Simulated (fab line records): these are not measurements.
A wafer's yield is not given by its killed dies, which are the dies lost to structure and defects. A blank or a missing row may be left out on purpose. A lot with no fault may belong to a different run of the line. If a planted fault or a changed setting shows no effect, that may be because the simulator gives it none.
fab line records	flow sfqLine
record lots=5	wafers=15	lastDay=85
route steps=325 shown M6@255 I6@266 M7@281
lots with no fault: from the same line, run without faults
startH: hours from the record's opening day to when the first of the lot's shown wafers began	waitH: hours from the lot's prior step to this one	" as in the row above	L1.1+2: a single row standing in for several wafers	- no value, or no start given	* or withheld: withheld	< > ~ a bound
route shown NAME@n: a module of which the file shows steps, and the number in the route of the first	usual: average and standard deviation across the fault-free wafers	same: alike in all rows	chamber/n: place in a boat	sites: readings site by site	_std_site: the values' standard deviation	_edge_site: the outer-site mean with the inner-site mean subtracted	radiusMm: for every site, how far away it sits from the centre of the wafer	mask NAME#n: copy n	behind: tool/chamber where the wafer was last shaped	hold: what put the lot on hold/how long, in hours/how the hold closed	device: the n, p or np transistor that did not switch	end of line: the route-end tests of the same wafers	where a step has no rows: the recipe by itself	killed: dies lost to structure and defects at the first sort, not the wafer's yield	map: the dies of a wafer, with x for killed, . for not killed, _ for no die there
set.NAME: the run value of the setting; set.NAME@STEP: its run value at that earlier step	model.NAME: the simulator's own value behind a step, which no gauge read
certain route steps with their lots: each step a table, each wafer a row
services: from which hour (startH, from the record's first day; less than 0 if before it) a tool's chamber was out of use, for how many hours, and why
## steps
# step SFQ_TRILAYER_M6_LITHO_COAT_164
# recipe resist=BARC	spinRpm=3000	resistThkNm=62
# step SFQ_TRILAYER_M6_LITHO_COAT_159
# recipe resist=KrF	spinRpm=3000	resistThkNm=600
# step SFQ_TRILAYER_M6_LITHO_SOFTBAKE_163
# recipe tempC=withheld	timeS=withheld	resist=KrF
# step SFQ_TRILAYER_M6_LITHO_EXPOSE_160
# recipe maskId=M6	na=0.6	sourceShape=conventional	sigmaOuter=0.65	targetCdNm=500	doseMj=14.4
# step SFQ_TRILAYER_M6_LITHO_PEB_162
# recipe pebTempC=115	pebTimeS=60	resist=KrF
# step SFQ_TRILAYER_M6_LITHO_DEVELOP_161
# recipe timeS=60	resist=KrF
# step SFQ_M6_OVL_MEAS_940
# usual M6_OVL=-2/5.6
lot.wafer	tool	chamber	startH	waitH	M6_OVL[nm]
L896.1	overlay-02	-	1569.55	0.1	8
L896.3	"	-	"	"	8
L896.5	"	-	"	"	-1
L897.1	overlay-02	-	1573.15	0.1	-2
L897.3	"	-	"	"	1
L897.4	"	-	"	"	9
L902.1	overlay-01	-	1897.86	0.1	-7
L902.2	"	-	"	"	-3
L902.6	"	-	"	"	-8
L909.2	overlay-01	-	1928.67	0.1	-12
L909.4	"	-	"	"	-11
L909.5	"	-	"	"	-10
L911.2	overlay-01	-	1943.07	0.1	1
L911.5	"	-	"	"	9
L911.6	"	-	"	"	4
# step SFQ_TRILAYER_M6_BARC_OPEN_METAL_ETCH_206
# recipe maskMaterial=PR	chemistry=O2	targetDepthNm=125	target=BARC	icpW=600	biasW=80	pressureMtorr=10	timeS=41.7
# step SFQ_TRILAYER_M6_ETCH_METAL_ETCH_162
# recipe target=Nb	stopOn=SiO2	maskMaterial=PR	chemistry=Cl2/Ar	targetDepthNm=240	icpW=600	biasW=80	pressureMtorr=10	timeS=120
# usual drypumpMotorCurrentA=5.9/0.37	oesProductAu=0.895/0.0083
# same timeS=120
lot.wafer	tool	chamber	startH	waitH	drypumpMotorCurrentA	oesProductAu	rfHoursCounterH
L896.1	rieMetal-04	1	1569.65	0.0	5.8	0.899	71
L896.3	"	0	"	"	5.0	0.888	-
L896.5	"	1	"	"	5.9	0.888	-
L897.1	rieMetal-01	0	1573.25	0.0	6.1	0.901	28
L897.3	"	1	"	"	6.3	0.906	-
L897.4	"	0	"	"	6.1	0.887	-
L902.1	rieMetal-03	1	1897.96	0.0	6.0	0.886	122
L902.2	"	0	"	"	5.9	0.887	75
L902.6	"	1	"	"	6.0	0.881	-
L909.2	rieMetal-01	0	1928.76	0.0	6.1	0.904	79
L909.4	"	1	"	"	6.3	0.900	-
L909.5	"	0	"	"	6.1	0.903	-
L911.2	rieMetal-01	1	1943.16	0.0	6.3	0.883	123
L911.5	"	0	"	"	6.1	0.887	-
L911.6	"	1	"	"	6.3	0.896	-
# step SFQ_TRILAYER_M6_STRIP_STRIP_163
# recipe gas=O2	powerW=200	platenTempC=40	overashFraction=0.65	chemistry=O2	pressureMtorr=50
# usual drypumpMotorCurrentA=5.9/0.36	oesProductAu=0.999/0.017
lot.wafer	tool	chamber	startH	waitH	drypumpMotorCurrentA	oesProductAu	rfHoursCounterH
L896.1	rieMetal-04	1	1569.77	0.1	5.8	1.012	71
L896.3	"	0	"	"	5.0	0.999	-
L896.5	"	1	"	"	5.8	1.008	-
L897.1	rieMetal-01	0	1573.37	0.1	6.1	1.011	28
L897.3	"	1	"	"	6.3	0.996	-
L897.4	"	0	"	"	6.1	1.011	-
L902.1	rieMetal-03	1	1898.08	0.1	6.0	0.997	123
L902.2	"	0	"	"	5.9	0.976	75
L902.6	"	1	"	"	6.0	1.000	-
L909.2	rieMetal-01	0	1928.89	0.1	6.1	1.038	79
L909.4	"	1	"	"	6.3	1.009	-
L909.5	"	0	"	"	6.1	1.034	-
L911.2	rieMetal-01	1	1943.29	0.1	6.3	0.991	123
L911.5	"	0	"	"	6.1	1.021	-
L911.6	"	1	"	"	6.3	0.998	-
# step SFQ_TRILAYER_M6_STRIP_SOLV_CLEAN_164
# recipe chemistry=NMP	tempC=70	timeS=600
# step SFQ_TRILAYER_I6_DEP_PECVD_165
# recipe material=SiO2	tempC=150	timeS=111.11	pressureTorr=2.4	rfW=183.3	precursor=SiH4/N2O	targetThkNm=500
# usual heaterPowerW=90/18	throttleValvePct=24.5/1.1
# same timeS=111.11
lot.wafer	tool	chamber	startH	waitH	heaterPowerW	throttleValvePct
L896.1	pecvd-03	0	1570.55	0.0	83	24.6
L896.3	"	2	"	"	114	25.2
L896.5	"	1	"	"	123	26.3
L897.1	pecvd-04	1	1574.15	0.0	96	26.1
L897.3	"	2	"	"	69	26.6
L897.4	"	2	"	"	74	26.5
L902.1	pecvd-03	2	1898.86	0.0	116	25.8
L902.2	"	0	"	"	84	24.4
L902.6	"	1	"	"	130	26.0
L909.2	pecvd-04	1	1929.66	0.0	84	24.6
L909.4	"	0	"	"	86	23.1
L909.5	"	2	"	"	67	24.0
L911.2	pecvd-04	1	1944.06	0.0	91	24.5
L911.5	"	2	"	"	75	23.7
L911.6	"	1	"	"	93	24.2
# step SFQ_TRILAYER_I6_CMP_CMP_166
# recipe material=SiO2	downForcePsi=3	platenRpm=60	padVelocityMS=0.94248
# usual motorCurrentA=9.8/1.5	slurryFilterDpKPa=13.50/0.15	timeToEndpointS=217/7.2
lot.wafer	tool	chamber	startH	waitH	motorCurrentA	slurryFilterDpKPa	timeToEndpointS	model.SiO2_of_TRILAYER_I6_DEP_PECVD_165.thkNm
L896.3	cmp-01	2	1572.25	1.7	8.1	13.56	216	199.8
L896.1	"	3	"	"	13.5	13.71	220	202.2
L896.5	"	2	1574.25	3.6	8.4	13.48	219	200.9
L897.4	cmp-02	3	1577.72	3.5	8.9	13.56	221	201.8
L897.1	"	0	"	"	10.2	13.42	213	200.5
L897.3	"	1	"	"	11.4	13.29	222	200.4
L902.2	cmp-01	2	1899.94	1.0	7.9	13.43	197	220.8
L902.1	"	3	"	"	13.1	13.71	224	201.5
L902.6	"	0	"	"	8.5	13.41	212	200.7
L909.4	cmp-02	1	1931.02	1.3	11.3	13.51	220	201.4
L909.2	"	3	1932.02	2.3	9.8	13.49	221	202.1
L909.5	"	1	1933.02	3.3	10.9	13.64	226	202.3
L911.2	cmp-02	1	1946.54	2.4	11.3	13.45	214	200.2
L911.6	"	1	1948.54	4.4	12.0	13.43	216	200.3
L911.5	"	2	"	"	9.0	13.36	214	200.4
# step SFQ_I6_BOW_MEAS_941
# recipe mode=bow
# usual I6_BOW=4/11
lot.wafer	tool	chamber	startH	waitH	I6_BOW[um]
L896.1	filmMetro-02	-	1574.75	1.5	13
L896.3	"	-	"	"	-5
L896.5	"	-	"	"	27
L897.1	filmMetro-02	-	1580.22	1.5	2
L897.3	"	-	"	"	-1
L897.4	"	-	"	"	-5
L902.1	filmMetro-02	-	1901.94	1.0	-13
L902.2	"	-	"	"	-6
L902.6	"	-	"	"	1
L909.2	filmMetro-02	-	1933.54	1.0	16
L909.4	"	-	"	"	9
L909.5	"	-	"	"	23
L911.2	filmMetro-04	-	1949.56	2.5	10
L911.5	"	-	"	"	7
L911.6	"	-	"	"	8
# step SFQ_TRILAYER_I6_METRO_MEASURE_167
# usual thkNm=200.7/1
lot.wafer	tool	chamber	startH	waitH	thkNm
L896.1	filmMetro-02	-	1574.87	0.1	202.2
L896.3	"	-	"	"	199.6
L896.5	"	-	"	"	201.0
L897.1	filmMetro-02	-	1580.34	0.1	200.4
L897.3	"	-	"	"	200.5
L897.4	"	-	"	"	201.7
L902.1	filmMetro-02	-	1902.06	0.1	201.6
L902.2	"	-	"	"	220.9
L902.6	"	-	"	"	200.8
L909.2	filmMetro-02	-	1933.84	0.3	202.2
L909.4	"	-	"	"	201.4
L909.5	"	-	"	"	202.2
L911.2	filmMetro-04	-	1949.86	0.3	200.1
L911.5	"	-	"	"	200.4
L911.6	"	-	"	"	200.3
# step SFQ_TRILAYER_I6_VIA_LITHO_COAT_174
# recipe resist=BARC	spinRpm=3000	resistThkNm=62
# step SFQ_TRILAYER_I6_VIA_LITHO_COAT_169
# recipe resist=KrF	spinRpm=3000	resistThkNm=650
# step SFQ_TRILAYER_I6_VIA_LITHO_SOFTBAKE_173
# recipe tempC=withheld	timeS=withheld	resist=KrF
# step SFQ_TRILAYER_I6_VIA_LITHO_EXPOSE_170
# recipe maskId=I6	na=0.6	sourceShape=conventional	sigmaOuter=0.65	targetCdNm=700	doseMj=21.3
# step SFQ_TRILAYER_I6_VIA_LITHO_PEB_172
# recipe pebTempC=115	pebTimeS=60	resist=KrF
# step SFQ_TRILAYER_I6_VIA_LITHO_DEVELOP_171
# recipe timeS=60	resist=KrF
# step SFQ_I6_OVL_MEAS_942
# usual I6_OVL=-2/6.2
lot.wafer	tool	chamber	startH	waitH	I6_OVL[nm]
L896.1	overlay-01	-	1683.22	0.1	7
L896.3	"	-	"	"	3
L896.5	"	-	"	"	13
L897.1	overlay-01	-	1688.02	0.1	-4
L897.3	"	-	"	"	-5
L897.4	"	-	"	"	-4
L902.1	overlay-02	-	1907.04	0.1	-13
L902.2	"	-	"	"	-7
L902.6	"	-	"	"	-14
L909.2	overlay-02	-	1939.05	0.1	-10
L909.4	"	-	"	"	-12
L909.5	"	-	"	"	-7
L911.2	overlay-02	-	1953.24	0.1	0
L911.5	"	-	"	"	-7
L911.6	"	-	"	"	-6
# step SFQ_TRILAYER_I6_VIA_BARC_OPEN_VIA_ETCH_235
# recipe maskMaterial=PR	chemistry=O2	targetDepthNm=125	target=BARC	sourceW=500	biasW=80	pressureMtorr=30	timeS=41.7
# usual drypumpMotorCurrentA=5.8/0.49	oesProductAu=0.686/0.0046
# same timeS=41.7
lot.wafer	tool	chamber	startH	waitH	drypumpMotorCurrentA	oesProductAu	rfHoursCounterH
L896.1	rieDiel-03	2	1683.26	0.0	6.7	0.680	4
L896.3	"	1	"	"	5.2	0.684	4
L896.5	"	1	"	"	5.2	0.683	-
L897.1	rieDiel-03	2	1688.06	0.0	6.7	0.682	5
L897.3	"	1	"	"	5.2	0.686	4
L897.4	"	0	"	"	6.1	0.686	-
L902.1	rieDiel-03	0	1907.08	0.0	6.1	0.689	9
L902.2	"	1	"	"	5.2	0.679	8
L902.6	"	1	"	"	5.2	0.680	-
L909.2	rieDiel-02	0	1939.08	0.0	5.6	0.684	17
L909.4	"	2	"	"	6.0	0.687	6
L909.5	"	1	"	"	4.9	0.687	-
L911.2	rieDiel-02	0	1953.27	0.0	5.6	0.689	18
L911.5	"	3	"	"	5.5	0.685	-
L911.6	"	0	"	"	5.6	0.691	-
# step SFQ_TRILAYER_I6_VIA_ETCH_VIA_ETCH_172
# recipe target=SiO2	stopOn=Nb	maskMaterial=PR	taperDeg=20	chemistry=CHF3	targetDepthNm=260	sourceW=500	biasW=80	pressureMtorr=30	timeS=withheld
# usual drypumpMotorCurrentA=5.8/0.49	oesProductAu=0.856/0.0061
lot.wafer	tool	chamber	startH	waitH	drypumpMotorCurrentA	oesProductAu	model.etch.depthNm	model.I6.featureDepthNm
L896.1	rieDiel-03	2	1683.30	0.0	6.7	0.863	202.2	202.2
L896.3	"	1	"	"	5.2	0.852	199.8	199.8
L896.5	"	1	"	"	5.2	0.857	200.9	200.9
L897.1	rieDiel-03	2	1688.10	0.0	6.7	0.857	200.5	200.5
L897.3	"	1	"	"	5.2	0.846	200.4	200.4
L897.4	"	0	"	"	6.1	0.879	201.8	201.8
L902.1	rieDiel-03	0	1907.12	0.0	6.1	0.861	201.5	201.5
L902.2	"	1	"	"	5.3	0.904	220.8	220.8
L902.6	"	1	"	"	5.3	0.865	200.7	200.7
L909.2	rieDiel-02	0	1939.12	0.0	5.7	0.855	202.1	202.1
L909.4	"	2	"	"	6.0	0.859	201.4	201.4
L909.5	"	1	"	"	4.9	0.852	202.3	202.3
L911.2	rieDiel-02	0	1953.31	0.0	5.6	0.849	200.2	200.2
L911.5	"	3	"	"	5.5	0.855	200.4	200.4
L911.6	"	0	"	"	5.6	0.849	200.3	200.3
# step SFQ_TRILAYER_I6_VIA_STRIP_STRIP_173
# recipe gas=O2	powerW=200	platenTempC=40	overashFraction=0.65	chemistry=O2	pressureMtorr=50
# step SFQ_TRILAYER_I6_VIA_STRIP_SOLV_CLEAN_174
# recipe chemistry=NMP	tempC=70	timeS=600
# step SFQ_TRILAYER_M7_DEP_PRE_CLEAN_176
# recipe gas=Ar	timeS=22.5	biasV=250
# same timeS=22.5
lot.wafer	tool	chamber	startH	waitH	model.SiO2_of_TRILAYER_I6_DEP_PECVD_165.thkNm
L896.1	pvdSputter-04	-	1684.18	0.0	194.7
L896.3	"	-	"	"	192.3
L896.5	"	-	"	"	193.4
L897.1	pvdSputter-04	-	1689.58	0.0	193
L897.3	"	-	"	"	192.9
L897.4	"	-	"	"	194.3
L902.1	pvdSputter-04	-	1908.00	0.0	194
L902.2	"	-	"	"	213.3
L902.6	"	-	"	"	193.2
L909.2	pvdSputter-05	-	1940.01	0.0	194.6
L909.4	"	-	"	"	193.9
L909.5	"	-	"	"	194.8
L911.2	pvdSputter-04	-	1954.20	0.0	192.7
L911.5	"	-	"	"	192.9
L911.6	"	-	"	"	192.8
# step SFQ_TRILAYER_M7_DEP_SPUTTER_175
# recipe material=Nb	basePressurePa=1.33e-06	chamberPressurePa=0.1333	substrateTempC=20	targetThkNm=200	powerW=2000	timeS=133.3
# usual basePressurePa=1.34e-06/1e-07	throttleValvePct=30.2/1.4
# same timeS=133.3
lot.wafer	tool	chamber	startH	waitH	basePressurePa	throttleValvePct
L896.1	pvdSputter-04	-	1684.21	0.0	1.32e-06	31.1
L896.3	"	-	"	"	1.44e-06	29.2
L896.5	"	-	"	"	1.32e-06	29.0
L897.1	pvdSputter-04	-	1689.61	0.0	1.43e-06	29.6
L897.3	"	-	"	"	1.3e-06	31.0
L897.4	"	-	"	"	1.59e-06	32.6
L902.1	pvdSputter-04	-	1908.03	0.0	1.42e-06	29.9
L902.2	"	-	"	"	1.35e-06	28.8
L902.6	"	-	"	"	1.27e-06	32.4
L909.2	pvdSputter-05	-	1940.04	0.0	1.41e-06	30.7
L909.4	"	-	"	"	1.29e-06	29.4
L909.5	"	-	"	"	1.27e-06	31.9
L911.2	pvdSputter-04	-	1954.23	0.0	1.36e-06	32.5
L911.5	"	-	"	"	1.6e-06	32.4
L911.6	"	-	"	"	1.22e-06	29.2
## services
tool	chamber	startH	hours	kind
rieDiel-03	-	1562.79	0.9	repair
rieDiel-02	0	1568.39	4.1	repair
rieDiel-02	-	1568.51	2.8	pm
rieDiel-02	1	1573.40	5.2	repair
filmMetro-02	-	1573.96	0.5	pm
rieDiel-02	2	1579.86	10.3	repair
rieDiel-03	-	1587.88	4.3	pm
rieMetal-01	-	1594.38	0.6	repair
filmMetro-02	-	1594.69	0.9	pm
filmMetro-02	-	1615.11	6.4	pm
rieDiel-03	1	1620.14	2.1	repair
rieDiel-02	2	1624.69	3.7	repair
rieDiel-02	1	1629.86	5.0	repair
rieMetal-01	-	1689.12	0.3	repair
filmMetro-02	-	1696.87	0.4	pm
rieDiel-02	0	1770.25	3.1	repair
rieDiel-03	1	1771.98	2.5	repair
rieDiel-02	3	1775.32	9.7	repair
rieDiel-03	-	1791.39	1.0	repair
rieMetal-01	-	1795.53	2.8	pm
pvdSputter-04	-	1802.47	6.0	repair
rieDiel-03	1	1851.09	11.9	repair
rieDiel-03	-	1911.03	2.8	pm
rieMetal-01	1	1949.78	1.0	repair
## key
firstSign step=SFQ_TRILAYER_I6_METRO_MEASURE_167	reading=thkNm	direction=up	sigmas=20	usual=200.7	struck=220.9
effect step=SFQ_TRILAYER_I6_VIA_ETCH_VIA_ETCH_172	reading=oesProductAu	direction=up	sigmas=7.8	usual=0.856	struck=0.904
modelEffect step=SFQ_TRILAYER_I6_CMP_CMP_166	value=SiO2_of_TRILAYER_I6_DEP_PECVD_165.thkNm	without=200.8	struck=220.8
modelEffect step=SFQ_TRILAYER_I6_VIA_ETCH_VIA_ETCH_172	value=etch.depthNm	without=200.8	struck=220.8
modelEffect step=SFQ_TRILAYER_M7_DEP_PRE_CLEAN_176	value=SiO2_of_TRILAYER_I6_DEP_PECVD_165.thkNm	without=193.3	struck=213.3
metAt SFQ_TRILAYER_I6_CMP_CMP_166
struckWafers L902.2
onsetBetween 1572.25 1899.94
fault kind=processParameterDrift	tool=cmp-01	chamber=2	onsetH=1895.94	steps=SFQ_TRILAYER_I6_CMP_CMP_166	channel=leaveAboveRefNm	offset=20	shape=step	endH=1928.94	actsIn=theseRecipesOnly	stated=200
